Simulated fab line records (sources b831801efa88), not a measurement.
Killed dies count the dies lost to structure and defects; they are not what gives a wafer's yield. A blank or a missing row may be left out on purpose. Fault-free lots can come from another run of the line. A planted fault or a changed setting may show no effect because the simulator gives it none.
Split-lot study ; flow sfq_line ; 5 lots, 23 wafers read, on a route of 325 steps

## ABOUT THE SPLIT
At SFQ_TRILAYER_L0_LITHO_COAT_010 (resist thk 62 nm), the setting spin_rpm was moved away from the recipe's 3000 rpm on 8 of the 23 wafers read, by +2.2% to +7.0%. For the rest of the wafers, this setting stayed at what the recipe calls for.

The reading comes from the split's own step.

## THE READING
BARC_of_TRILAYER_L0_LITHO_COAT_010.thk_nm (the simulator's own value, which no gauge read), in nm, at SFQ_TRILAYER_L0_LITHO_COAT_010 (resist thk 62 nm). The file gives no usual value for it. The 15 wafers here that ran the recipe average 61.99 nm, standard deviation 0.11 nm.

wafer;tool, chamber at the split;spin_rpm as run, rpm;against the recipe;BARC_of_TRILAYER_L0_LITHO_COAT_010.thk_nm, nm;against lot-mates on the recipe
L076.1;litho_track-04, 0;3000;recipe;62.13;-
L076.2;litho_track-04, 0;3000;recipe;61.93;-
L076.4;litho_track-04, 0;3000;recipe;61.97;-
L076.5;litho_track-04, 0;3000;recipe;61.89;-
L076.6;litho_track-04, 0;3000;recipe;61.84;-
L078.1;litho_track-03, 0;3000;recipe;62.02;-
L078.2;litho_track-03, 0;3000;recipe;61.91;-
L078.3;litho_track-03, 0;3211;+7.0%;59.97;-2.00
L078.4;litho_track-03, 0;3211;+7.0%;59.93;-2.04
L078.5;litho_track-03, 0;3211;+7.0%;59.85;-2.12
L079.1;litho_track-04, 0;3186;+6.2%;60.35;-1.85
L079.2;litho_track-04, 0;3000;recipe;62.12;-
L079.3;litho_track-04, 0;3000;recipe;62.28;-
L079.4;litho_track-04, 0;3186;+6.2%;60.1;-2.10
L079.5;litho_track-04, 0;3186;+6.2%;60.23;-1.97
L080.2;litho_track-04, 0;3000;recipe;61.99;-
L080.3;litho_track-04, 0;3000;recipe;61.94;-
L080.6;litho_track-04, 0;3000;recipe;61.94;-
L081.1;litho_track-03, 0;3000;recipe;61.88;-
L081.2;litho_track-03, 0;3000;recipe;62.03;-
L081.3;litho_track-03, 0;3065;+2.2%;61.49;-0.46
L081.4;litho_track-03, 0;3000;recipe;61.94;-
L081.6;litho_track-03, 0;3065;+2.2%;61.35;-0.60

FIT RESULTS
A straight line over all 23 wafers: BARC_of_TRILAYER_L0_LITHO_COAT_010.thk_nm changes by -0.29 nm for each +1% of spin_rpm; r = -0.99; the points scatter about the line by 0.11 nm.
The same after taking each lot's own level away (the mean of its wafers on the recipe; 23 wafers): -0.302 nm for each +1%; r = -0.99; scatter 0.099 nm.
On that fit, the largest move of spin_rpm shifts the reading by 2.1 nm.
From 61.950 to 62.200 nm: that is the span of the lots' own levels, equal to 2.2 times the standard deviation above.
So the lot-to-lot level changes the slope little: the two slopes agree.
Check: for one of the wafers moved furthest among these (+7.0%), held out of the fit, the line's prediction against its lot-mates is -2.15 nm. Against them it came out at -2 nm.

## ADDITIONAL SPLITS CARRIED BY THESE WAFERS
Other splits were also applied to these wafers ahead of the reading. Each is held against what the fit with the lots' levels taken away leaves over:
other split on the same wafers;wafers away from the commonest value;r with BARC_of_TRILAYER_L0_LITHO_COAT_010.thk_nm (lot level and that fit taken away)
SFQ_TRILAYER_INCOMING_OXIDATION_002 ox_time_s;15;-0.06

## FILE'S OWN FIT
BARC_of_TRILAYER_L0_LITHO_COAT_010.thk_nm changes by -0.299 nm for each +1% of spin_rpm, r = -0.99.
